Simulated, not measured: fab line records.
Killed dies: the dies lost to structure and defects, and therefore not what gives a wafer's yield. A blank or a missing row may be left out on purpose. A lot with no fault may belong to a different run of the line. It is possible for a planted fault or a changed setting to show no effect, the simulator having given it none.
Struck lot and sound lot, side by side | flow sfq-line | 42 steps out of a route of 325
Sound: the wafers L686.2, L686.4, L686.6. Struck: wafers L697.5, L697.6. (L697.3 of the same lot was not struck and is left out.) The cause comes at the end.
Each step with rows lists, per side, the tool, then ch with its chambers, then its first start. Under that, the readings that differ: sound wafers | struck wafers | difference of the means | sigmas: that difference in standard deviations of wafers without a fault.
alike: readings with means less than 2 such deviations apart, plus words and numbers identical on both sides. not compared: withheld readings, readings lacking a value on some wafer, bounds such as >300 that could conceal the same value, and numbers that have no deviation in the record and whose values overlap.
Wherever a step has rows on one side only, a row that says differs or no value, or a row with sigmas, the two part there. When numbers do not overlap yet have no deviation, they are printed without sigmas and do not part them. A reading missing from all wafers of one side parts the sides only when that side holds two or more wafers.

first, 6 steps without rows for these wafers: SFQ_TRILAYER_M2_LITHO_COAT_062 (resist thk 62 nm); SFQ_TRILAYER_M2_LITHO_COAT_057 (resist thk 600 nm); SFQ_TRILAYER_M2_LITHO_SOFTBAKE_061; SFQ_TRILAYER_M2_LITHO_EXPOSE_058 (exposes mask M2, target cd 500 nm); SFQ_TRILAYER_M2_LITHO_PEB_060 (peb time 60 s); SFQ_TRILAYER_M2_LITHO_DEVELOP_059 (time 60 s).
SFQ_M2_OVL_MEAS_916:
  sound on overlay-02 at day 33 10:17; struck on overlay-01 at day 36 22:24
  alike: M2_OVL
then, 1 step without rows for these wafers: SFQ_TRILAYER_M2_BARC_OPEN_METAL_ETCH_077 (etches BARC in O2, target depth 125 nm, time 41.7 s).
SFQ_TRILAYER_M2_ETCH_METAL_ETCH_060: etches Nb in Cl2/Ar, stops on SiO2, target depth 240 nm, time 120 s.
  sound on rie-metal-01 ch 0,1, day 33 10:23; struck on rie-metal-01 ch 0, day 36 22:38
  alike: drypump-motor-current-A, oes-product-au
  not compared: rf-hours-counter-h
then, 3 steps without rows for these wafers: SFQ_TRILAYER_M2_STRIP_STRIP_061 (strips in O2); SFQ_TRILAYER_M2_STRIP_SOLV_CLEAN_062 (cleans in NMP, time 600 s); SFQ_TRILAYER_I2_DEP_PECVD_063 (deposits SiO2 from SiH4/N2O, time 111.11 s, target thk 500 nm).
SFQ_TRILAYER_I2_CMP_CMP_064: polishes SiO2.
  sound on cmp-02 ch 1,3, day 33 13:06; struck on cmp-02 ch 1,2, day 37 02:28
  reading                                             | sound             | struck      | difference | sigmas
  time-to-endpoint-s (s)                              | 216 224 217       | 264 263     | +44        | +7
  model.SiO2_of_TRILAYER_I2_DEP_PECVD_063.thk-nm (nm) | 199.6 199.5 200.7 | 149.1 149.4 | -50.7      |
  alike: motor-current-A, retaining-ring-pressure-frac
SFQ_I2_BOW_MEAS_917:
  sound on film-metro-04 at day 33 15:37; struck on film-metro-04 at day 37 04:01
  alike: I2_BOW
SFQ_TRILAYER_I2_METRO_MEASURE_065:
  sound on film-metro-04 at day 33 15:55; struck on film-metro-04 at day 37 04:29
  reading     | sound             | struck      | difference | sigmas
  thk-nm (nm) | 199.7 199.4 200.8 | 149.1 149.5 | -50.7      | -59
then, 6 steps without rows for these wafers: SFQ_TRILAYER_I2_VIA_LITHO_COAT_072 (resist thk 62 nm); SFQ_TRILAYER_I2_VIA_LITHO_COAT_067 (resist thk 650 nm); SFQ_TRILAYER_I2_VIA_LITHO_SOFTBAKE_071; SFQ_TRILAYER_I2_VIA_LITHO_EXPOSE_068 (exposes mask I2, target cd 500 nm); SFQ_TRILAYER_I2_VIA_LITHO_PEB_070 (peb time 60 s); SFQ_TRILAYER_I2_VIA_LITHO_DEVELOP_069 (time 60 s).
-- the record jumps here: 6 days lie between the struck wafers' starts before and after --
SFQ_I2_OVL_MEAS_918:
  sound on overlay-01 at day 39 23:53; struck on overlay-01 at day 43 07:38
  alike: I2_OVL
SFQ_TRILAYER_I2_VIA_BARC_OPEN_VIA_ETCH_096: etches BARC in O2, target depth 125 nm, time 41.7 s.
  sound on rie-diel-04 ch 0,1,3, day 39 23:55; struck on rie-diel-01 ch 0,1, day 43 07:40
  alike: drypump-motor-current-A, oes-product-au
  not compared: rf-hours-counter-h
SFQ_TRILAYER_I2_VIA_ETCH_VIA_ETCH_070: etches SiO2 in CHF3, stops on Nb, target depth 260 nm.
  sound on rie-diel-04 ch 0,1,3, day 39 23:57; struck on rie-diel-01 ch 0,1, day 43 07:43
  reading                        | sound             | struck      | difference | sigmas
  oes-product-au (a.u.)          | 0.851 0.848 0.863 | 0.735 0.736 | -0.118     | -26
  model.etch.depth-nm (nm)       | 199.6 199.5 200.7 | 149.1 149.4 | -50.7      |
  model.I2.feature-depth-nm (nm) | 199.6 199.5 200.7 | 149.1 149.4 | -50.7      |
  alike: drypump-motor-current-A
SFQ_TRILAYER_I2_VIA_STRIP_STRIP_071: strips in O2.
  sound on rie-metal-01 ch 0,1, day 40 00:04; struck on rie-metal-01 ch 0,1, day 43 08:01
  alike: drypump-motor-current-A, oes-product-au
  not compared: rf-hours-counter-h
then, 1 step without rows for these wafers: SFQ_TRILAYER_I2_VIA_STRIP_SOLV_CLEAN_072 (cleans in NMP, time 600 s).
SFQ_TRILAYER_M3_DEP_PRE_CLEAN_074: time 22.5 s.
  sound on pvd-sputter-05 at day 40 00:50; struck on pvd-sputter-04 at day 43 08:36
  reading                                             | sound           | struck      | difference | sigmas
  model.SiO2_of_TRILAYER_I2_DEP_PECVD_063.thk-nm (nm) | 192.1 192 193.2 | 141.6 141.9 | -50.7      |
  alike: bias-v
then, 1 step without rows for these wafers: SFQ_TRILAYER_M3_DEP_SPUTTER_073 (material Nb, target thk 200 nm, time 133.3 s).
SFQ_M3_RS_MEAS_919: measures by four-point-probe.
  sound on film-metro-02 at day 40 00:58; struck on film-metro-01 at day 43 08:46
  alike: M3_NB_RS
then, 6 steps without rows for these wafers: SFQ_TRILAYER_M3_LITHO_COAT_080 (resist thk 62 nm); SFQ_TRILAYER_M3_LITHO_COAT_075 (resist thk 600 nm); SFQ_TRILAYER_M3_LITHO_SOFTBAKE_079; SFQ_TRILAYER_M3_LITHO_EXPOSE_076 (exposes mask M3, target cd 500 nm); SFQ_TRILAYER_M3_LITHO_PEB_078 (peb time 60 s); SFQ_TRILAYER_M3_LITHO_DEVELOP_077 (time 60 s).
-- the record jumps here: 5 days lie between the struck wafers' starts before and after --
SFQ_M3_OVL_MEAS_921:
  sound on overlay-02 at day 46 05:20; struck on overlay-01 at day 48 16:16
  alike: M3_OVL
then, 1 step without rows for these wafers: SFQ_TRILAYER_M3_BARC_OPEN_METAL_ETCH_100 (etches BARC in O2, target depth 125 nm, time 41.7 s).
SFQ_TRILAYER_M3_ETCH_METAL_ETCH_078: etches Nb in Cl2/Ar, stops on SiO2, target depth 240 nm, time 120 s.
  sound on rie-metal-04 ch 0,1, day 46 05:26; struck on rie-metal-04 ch 0,1, day 48 16:23
  alike: drypump-motor-current-A, oes-product-au
  not compared: rf-hours-counter-h
then, 2 steps without rows for these wafers: SFQ_TRILAYER_M3_STRIP_STRIP_079 (strips in O2); SFQ_TRILAYER_M3_STRIP_SOLV_CLEAN_080 (cleans in NMP, time 600 s).
SFQ_TRILAYER_I3_DEP_PECVD_081: deposits SiO2 from SiH4/N2O, time 111.11 s, target thk 500 nm.
  sound on pecvd-03 ch 0,1,2, day 46 06:20; struck on pecvd-03 ch 1,2, day 48 17:16
  alike: heater-power-w, throttle-valve-pct
-- the record jumps here: 38 days lie between the struck wafers' starts before and after --
SFQ_M8_BOW_MEAS_951:
  sound on film-metro-02 at day 85 02:56; struck on film-metro-01 at day 86 09:47
  reading                 | sound           | struck      | difference | sigmas
  model.etest.i2.link-ohm | 1.97 1.97 1.972 | 1.925 1.928 | -0.044     |
  alike: M8_BOW

== WHERE THEY PART ==
First at SFQ_TRILAYER_I2_CMP_CMP_064; last, within this record, at SFQ_TRILAYER_I2_VIA_ETCH_VIA_ETCH_070. Later steps at which nothing parts them and some readings are alike: SFQ_TRILAYER_I2_VIA_STRIP_STRIP_071, SFQ_TRILAYER_M3_DEP_PRE_CLEAN_074, SFQ_M3_RS_MEAS_919, SFQ_M3_OVL_MEAS_921, SFQ_TRILAYER_M3_ETCH_METAL_ETCH_078, SFQ_TRILAYER_I3_DEP_PECVD_081, SFQ_M8_BOW_MEAS_951.

WHY: whatever the simulator had introduced
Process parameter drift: cmp-02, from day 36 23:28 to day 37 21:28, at SFQ_TRILAYER_I2_CMP_CMP_064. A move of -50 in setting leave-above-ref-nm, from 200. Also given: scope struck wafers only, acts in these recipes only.
